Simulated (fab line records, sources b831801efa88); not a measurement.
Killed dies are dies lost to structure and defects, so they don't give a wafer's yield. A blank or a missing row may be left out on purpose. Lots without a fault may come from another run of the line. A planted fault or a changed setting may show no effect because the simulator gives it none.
Which tool did it? | flow gf180mcu | 6 lots, 18 wafers sampled, at 2 steps of a route of 602

WHAT THE GAUGES READ, wafer by wafer
GF_M2_RS_MEAS_05: measures by four-point-probe.
lot  | measured     | on            | M2_ALCU_RS (ohm/sq)
L224 | day 18 10:45 | film_metro-04 | 0.0695 0.0690 0.0699
L226 | day 19 08:05 | film_metro-01 | 0.0702 0.0705 0.0710
L233 | day 22 00:44 | film_metro-04 | 0.0704 0.0715 0.0710
L235 | day 22 14:25 | film_metro-01 | 0.0686 0.0700 0.0686
L240 | day 24 05:23 | film_metro-01 | 0.0711 0.0709 0.0704
L245 | day 25 20:16 | film_metro-04 | 0.0687 0.0692 0.0690

WHICH TOOL RAN EACH LOT (tool, then ch and the chambers of the sampled wafers, then the start)
lot  | GF_M2_SPUTTER_04
L224 | pvd_sputter-01, day 18 10:43
L226 | pvd_sputter-01, day 19 08:02
L233 | pvd_sputter-04, day 22 00:39
L235 | pvd_sputter-01, day 22 14:23
L240 | pvd_sputter-03, day 24 05:20
L245 | pvd_sputter-04, day 25 20:13
- GF_M2_SPUTTER_04: material TiN, target thk 50 nm, time 41.7 s.

THE ANSWER, worked out from the rows above alone
Rule: what is usual is taken from the lots themselves. Put in order of their means at a reading, lots are off if they are a third of the lots or fewer, leave a main group of 4 or more, and stand apart from it by a gap of 3 or more times the standard deviation of the main group's means; of several such gaps the widest counts. A main group whose means are all the same, to the digits that the tables above print for the reading, isn't used. A lot without any number at a reading at which 4 lots or more have one is off too. The other lots that the step has rows for count as sound.
No lot is off at any reading shown: from this, nothing can be told.

WHAT THE SIMULATOR HAD PUT IN
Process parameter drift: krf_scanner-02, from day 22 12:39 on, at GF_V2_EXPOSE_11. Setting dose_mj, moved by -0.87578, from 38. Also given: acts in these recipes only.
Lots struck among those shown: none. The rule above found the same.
